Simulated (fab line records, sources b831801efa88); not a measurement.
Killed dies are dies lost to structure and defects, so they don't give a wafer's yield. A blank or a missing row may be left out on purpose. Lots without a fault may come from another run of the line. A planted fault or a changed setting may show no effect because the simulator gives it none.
Chamber matching | flow gf180mcu | GF_V1_CMP_26 on cmp-01: 4 sister chambers
The step polishes, stops on SiO2, t overpolish 15 s, target thk 0 nm. 8 wafers are shown with their chamber, then 8 later ones without.

WAFERS WITH THEIR CHAMBER
wafer  | chamber | motor_current_A (A) | time_to_endpoint_s (s)
L206.2 | 1       | 9.4                 | 85
L206.5 | 0       | 11.6                | 90
L207.4 | 0       | 11.7                | 84
L209.5 | 3       | 11.1                | 83
L218.1 | 2       | 10.7                | 91
L218.3 | 1       | 9.6                 | 85
L218.4 | 3       | 11.7                | 81
L221.3 | 2       | 10.5                | 87

WAFERS WITHOUT THEIR CHAMBER
wafer  | motor_current_A (A) | time_to_endpoint_s (s)
L221.4 | 12.5                | 85
L221.5 | 11.0                | 91
L225.1 | 11.3                | 89
L225.3 | 11.0                | 80
L225.5 | 11.1                | 90
L227.1 | 11.1                | 85
L227.3 | 11.0                | 87
L227.5 | 12.4                | 83

WHICH CHAMBER EACH WENT THROUGH
wafer  | from the rows above          | in truth
L221.4 | can't be placed: 0 or 3      | 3
L221.5 | can't be placed: 2 or 0 or 3 | 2
L225.1 | can't be placed: 0 or 3 or 2 | 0
L225.3 | can't be placed: 3 or 2 or 0 | 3
L225.5 | can't be placed: 2 or 0 or 3 | 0
L227.1 | can't be placed: 3 or 0 or 2 | 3
L227.3 | can't be placed: 2 or 3 or 0 | 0
L227.5 | can't be placed: 0 or 3      | 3
Placed correctly: 0 of 8. Can't be placed from these rows: 8 (the true chamber is among the candidates in 8). Placed wrongly: 0.
How it was worked out, from the rows above alone: a wafer's distance from a chamber is the root of the sum, over the readings, of the square of ((its reading less the chamber's mean) divided by the reading's scatter). The wafer belongs to the nearest chamber; if the next one is less than 2 further off, it can't be placed. A chamber's mean is the mean of its shown wafers. The scatter: the root of (the sum of the squares of (reading less its chamber's mean) over the shown wafers, divided by (wafers less chambers)).
